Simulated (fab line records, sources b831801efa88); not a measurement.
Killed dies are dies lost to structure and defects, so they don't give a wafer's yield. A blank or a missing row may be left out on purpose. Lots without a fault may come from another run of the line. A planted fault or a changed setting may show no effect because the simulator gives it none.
Which tool did it? | flow sky130 | 12 lots, 36 wafers sampled, at 5 steps of a route of 708

WHAT THE GAUGES READ, wafer by wafer
The record holds no reading of a measuring or inspecting step that can be judged against a usual standard deviation.

WHICH TOOL RAN EACH LOT (tool, then ch and the chambers of the sampled wafers, then the start)
lot  | SKY_VT_ADJUST_PCH_STRIP_09           | SKY_VIA4_CMP_21               | SKY_METAL5_SPUTTER_04        | SKY_PASSIVATION_CVD_00          | SKY_PAD_OPEN_PROBE_99
L606 | plasma_asher-04 ch 0,1, day 10 07:40 | cmp-02 ch 0,1,2, day 43 00:16 | pvd_sputter-04, day 43 00:38 | pecvd-01 ch 0,2, day 44 00:53   | -
L609 | plasma_asher-04 ch 0,1, day 11 20:05 | cmp-01 ch 1,2,3, day 44 11:43 | pvd_sputter-02, day 44 12:05 | pecvd-01 ch 0,1,2, day 45 11:14 | prober-01, day 47 07:41
L611 | plasma_asher-04 ch 0,1, day 12 00:13 | cmp-02 ch 0,1,2, day 44 13:32 | pvd_sputter-04, day 44 13:57 | pecvd-04 ch 1,2, day 45 12:40   | prober-02, day 47 09:10
L614 | plasma_asher-02 ch 0,1, day 12 22:43 | cmp-02 ch 0,1,3, day 45 13:30 | pvd_sputter-02, day 45 13:49 | pecvd-04 ch 1,2, day 46 11:38   | -
L617 | plasma_asher-04 ch 0,1, day 13 22:16 | cmp-01 ch 0,1,3, day 46 08:26 | pvd_sputter-03, day 46 08:49 | pecvd-04 ch 0,1, day 47 06:22   | prober-02, day 49 00:37
L618 | plasma_asher-04 ch 0,1, day 14 11:07 | cmp-02 ch 2,3, day 46 13:22   | pvd_sputter-02, day 46 13:44 | pecvd-01 ch 0,1,2, day 47 11:44 | prober-02, day 49 04:13
L622 | plasma_asher-03 ch 1, day 16 07:34   | cmp-02 ch 1,3, day 48 02:52   | pvd_sputter-02, day 48 03:14 | pecvd-04 ch 0,1,2, day 48 23:03 | prober-02, day 50 12:56
L624 | plasma_asher-03 ch 0,1, day 17 01:07 | cmp-02 ch 0,1,2, day 48 17:07 | pvd_sputter-04, day 48 17:29 | pecvd-03 ch 1,2, day 49 12:56   | -
L626 | plasma_asher-03 ch 0,1, day 17 13:49 | cmp-02 ch 1,2,3, day 49 01:10 | pvd_sputter-04, day 49 01:32 | pecvd-01 ch 0,1, day 49 19:31   | -
L625 | plasma_asher-02 ch 0,1, day 17 14:55 | cmp-02 ch 1,2,3, day 49 00:06 | pvd_sputter-02, day 49 00:31 | pecvd-04 ch 0,1,2, day 49 19:08 | -
L628 | plasma_asher-04 ch 0,1, day 17 22:55 | cmp-02 ch 1,3, day 49 04:22   | pvd_sputter-04, day 49 04:47 | pecvd-03 ch 1,2, day 49 23:19   | prober-01, day 51 09:12
L629 | plasma_asher-04 ch 0,1, day 18 05:22 | cmp-01 ch 0,1,3, day 49 08:15 | pvd_sputter-02, day 49 08:40 | pecvd-03 ch 0,2, day 50 02:50   | -
- SKY_VT_ADJUST_PCH_STRIP_09: strips in O2/N2.
- SKY_VIA4_CMP_21: polishes, stops on SiO2, t overpolish 25 s, target thk 0 nm.
- SKY_METAL5_SPUTTER_04: material TiN, target thk 70 nm, time 58.3 s.
- SKY_PASSIVATION_CVD_00: deposits SiO2, target thk 90 nm.
- SKY_PAD_OPEN_PROBE_99

WHAT THE TOOLS THEMSELVES READ (means of the sampled wafers that have a number; where no wafer has one, the mark that the record gives instead)
SKY_VT_ADJUST_PCH_STRIP_09. Usual: drypump_motor_current_A 5.5 A, standard deviation 0.52; oes_product_au 0.723 a.u., standard deviation 0.0047; strip_time_to_endpoint_s 36.92 s, standard deviation 0.099.
lot  | tool            | drypump_motor_current_A (A) | oes_product_au (a.u.) | strip_time_to_endpoint_s (s) | flag
L606 | plasma_asher-04 | 5.1                         | 0.722                 | 36.88                        |
L609 | plasma_asher-04 | 5.0                         | 0.716                 | 36.98                        |
L611 | plasma_asher-04 | 5.1                         | 0.722                 | 36.98                        |
L614 | plasma_asher-02 | 5.4                         | 0.722                 | 36.99                        |
L617 | plasma_asher-04 | 5.1                         | 0.724                 | 37.01                        |
L618 | plasma_asher-04 | 5.1                         | 0.724                 | 36.99                        |
L622 | plasma_asher-03 | 5.8                         | 0.721                 | 36.87                        |
L624 | plasma_asher-03 | 6.2                         | 0.722                 | 36.89                        |
L626 | plasma_asher-03 | 6.2                         | 0.722                 | 37.02                        |
L625 | plasma_asher-02 | 5.4                         | 0.726                 | 36.84                        |
L628 | plasma_asher-04 | 5.1                         | 0.726                 | 36.72                        |
L629 | plasma_asher-04 | 5.1                         | 0.720                 | 36.84                        |

SKY_VIA4_CMP_21. Usual: motor_current_A 11.1 A, standard deviation 1.5; overpolish_run_s 25.000 s, standard deviation 0.0099; slurry_flow_ml_min 149.9, standard deviation 0.48; time_to_endpoint_s 124 s, standard deviation 5.2.
lot  | tool   | motor_current_A (A) | overpolish_run_s (s) | slurry_flow_ml_min | time_to_endpoint_s (s) | flag
L606 | cmp-02 | 11.0                | 25.002               | 149.8              | 126                    |
L609 | cmp-01 | 12.1                | 25.002               | 150.0              | 122                    |
L611 | cmp-02 | 11.2                | 25.002               | 150.1              | 129                    |
L614 | cmp-02 | 10.8                | 25.005               | 149.7              | 128                    |
L617 | cmp-01 | 10.3                | 24.994               | 149.8              | 127                    |
L618 | cmp-02 | 10.4                | 25.003               | 149.6              | 126                    |
L622 | cmp-02 | 11.7                | 25.001               | 150.1              | 123                    |
L624 | cmp-02 | 11.0                | 25.000               | 150.0              | 122                    |
L626 | cmp-02 | 11.4                | 24.997               | 149.9              | 120                    |
L625 | cmp-02 | 11.2                | 25.009               | 150.1              | 125                    |
L628 | cmp-02 | 10.9                | 25.007               | 149.6              | 123                    |
L629 | cmp-01 | 10.7                | 25.004               | 150.1              | 129                    |

SKY_METAL5_SPUTTER_04. Usual: cathode_dc_power_W 6500.0 W, standard deviation 1.2; throttle_valve_pct 30.0 %, standard deviation 0.97.
lot  | tool           | cathode_dc_power_W (W) | throttle_valve_pct (%) | flag
L606 | pvd_sputter-04 | 6500.0                 | 30.0                   |
L609 | pvd_sputter-02 | 6499.2                 | 30.3                   |
L611 | pvd_sputter-04 | 6500.2                 | 30.0                   |
L614 | pvd_sputter-02 | 6500.9                 | 29.6                   |
L617 | pvd_sputter-03 | 6499.7                 | 30.0                   |
L618 | pvd_sputter-02 | 6500.2                 | 30.3                   |
L622 | pvd_sputter-02 | 6498.8                 | 30.3                   |
L624 | pvd_sputter-04 | 6500.4                 | 30.1                   |
L626 | pvd_sputter-04 | 6500.5                 | 29.9                   |
L625 | pvd_sputter-02 | 6500.3                 | 30.3                   |
L628 | pvd_sputter-04 | 6500.6                 | 30.1                   |
L629 | pvd_sputter-02 | 6499.7                 | 28.6                   |

SKY_PASSIVATION_CVD_00. Usual: heater_power_w 621 W, standard deviation 110.
lot  | tool     | heater_power_w (W) | flag
L606 | pecvd-01 | 711                |
L609 | pecvd-01 | 673                |
L611 | pecvd-04 | 747                |
L614 | pecvd-04 | 635                |
L617 | pecvd-04 | 511                |
L618 | pecvd-01 | 673                |
L622 | pecvd-04 | 590                |
L624 | pecvd-03 | 643                |
L626 | pecvd-01 | 592                |
L625 | pecvd-04 | 604                |
L628 | pecvd-03 | 571                |
L629 | pecvd-03 | 629                |

SKY_PAD_OPEN_PROBE_99. Usual: killed_at_M0_to_M3 44, standard deviation 7.4; killed_at_M4_up 3.1, standard deviation 1.8; killed_at_contacts 25, standard deviation 6; killed_at_front_end 15, standard deviation 4.4; killed_at_other 0.3, standard deviation 0.49; killed_dies 88, standard deviation 10; killed_open 48, standard deviation 7.4; killed_short 39, standard deviation 6.3.
lot  | tool      | killed_at_M0_to_M3 | killed_at_M4_up | killed_at_contacts | killed_at_front_end | killed_at_other | killed_dies | killed_open | killed_short | flag
L609 | prober-01 | 51                 | 1.7             | 31                 | 14                  | 0.3             | 98          | 51          | 47           |
L611 | prober-02 | 50                 | 3.7             | 25                 | 16                  | 0.3             | 95          | 50          | 45           |
L617 | prober-02 | 38                 | 3.3             | 27                 | 24                  | 0.0             | 92          | 48          | 32           |
L618 | prober-02 | 48                 | 6.0             | 29                 | 22                  | 0.0             | 105         | 48          | 42           |
L622 | prober-02 | 47                 | 3.3             | 26                 | 13                  | 0.3             | 90          | 50          | 40           |
L628 | prober-01 | 47                 | 3.0             | 26                 | 13                  | 0.3             | 90          | 52          | 38           |

THE ANSWER, worked out from the rows above alone
Rule: a lot is off if the mean of its wafers that have a number lies more than 3 standard deviations from the usual mean. A lot without any number at a reading at which 4 lots or more have one is off too. The other lots that the step has rows for count as sound. The gauges are gone through in route order, then the tools' own readings, and for those a lot's mean is taken as printed above. The first step at which some lot is off is used, and at that step the reading that is off furthest; a lot without a number counts as furthest.
No lot is off at any reading shown: from this, nothing can be told.

WHAT THE SIMULATOR HAD PUT IN
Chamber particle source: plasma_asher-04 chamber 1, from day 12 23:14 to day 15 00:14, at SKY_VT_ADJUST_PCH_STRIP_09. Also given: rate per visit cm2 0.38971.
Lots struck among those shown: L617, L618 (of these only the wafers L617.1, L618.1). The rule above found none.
